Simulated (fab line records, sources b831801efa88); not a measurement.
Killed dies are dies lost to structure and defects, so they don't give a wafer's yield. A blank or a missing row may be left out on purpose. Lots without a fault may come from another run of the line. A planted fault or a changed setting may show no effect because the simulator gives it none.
One fault seen from 2 desks | flow sky130 | each desk has only its own numbers; what lay behind them comes last

THE METROLOGY DESK
What the gauges read, lot by lot, whatever tool the lot ran on: means of the sampled wafers that have a number. A lot is out of limits, marked OUT, if its mean lies more than 4 standard deviations from the usual mean; the brackets give that distance.
Columns: A = VT_ADJUST_NCORE_OVL at SKY_VT_ADJUST_NCORE_OVL_MEAS_08, usual 1.0 nm
lot  | first seen here | A
L967 | day 8 13:49     | 1.1
L968 | day 8 19:32     | 2.8
L969 | day 9 00:58     | 1.6
L970 | day 9 11:41     | 2.2
L971 | day 9 16:01     | 1.2
L972 | day 10 08:10    | -0.2
L973 | day 10 08:28    | -0.2
L983 | day 13 07:35    | 0.2
L984 | day 13 16:38    | 0.0
L986 | day 14 02:41    | 0.4
L988 | day 14 21:56    | 2.6
L989 | day 15 02:37    | 0.8
This desk's finding: nothing out of limits on any of the 12 lots.

THE TOOL OWNER'S DESK: plasma_asher-03
The tool's own readings at SKY_METAL4_STRIP_19 (strips in O2/N2): means of the sampled wafers that have a number, for each lot that ran on this tool. A lot is out of limits, marked OUT, if its mean lies more than 4 standard deviations from the usual mean; the brackets give that distance.
Columns: A = chamber_pressure_mTorr at SKY_METAL4_STRIP_19, usual 1500.1 mTorr; B = drypump_motor_current_A at SKY_METAL4_STRIP_19, usual 5.7 A; C = n2_flow_sccm at SKY_METAL4_STRIP_19, usual 300.0 sccm; D = oes_product_au at SKY_METAL4_STRIP_19, usual 0.504 a.u.; E = strip_time_to_endpoint_s at SKY_METAL4_STRIP_19, usual 6.57 s
lot  | first seen here | A      | B   | C     | D     | E
L967 | day 41 18:40    | 1499.9 | 6.2 | 301.3 | 0.501 | 6.58
L983 | day 46 06:40    | 1500.4 | 6.2 | 300.3 | 0.502 | 6.57
L984 | day 46 11:36    | 1500.8 | 6.4 | 300.3 | 0.497 | 6.41
L988 | day 47 11:01    | 1499.9 | 6.4 | 300.5 | 0.507 | 6.63
L989 | day 47 16:22    | 1501.3 | 6.2 | 299.3 | 0.507 | 6.59
This desk's finding: nothing out of limits on any of the 5 lots.

PUT TOGETHER
The metrology desk saw nothing out of limits.
The tool owner's desk saw nothing out of limits.

WHAT THE SIMULATOR HAD PUT IN
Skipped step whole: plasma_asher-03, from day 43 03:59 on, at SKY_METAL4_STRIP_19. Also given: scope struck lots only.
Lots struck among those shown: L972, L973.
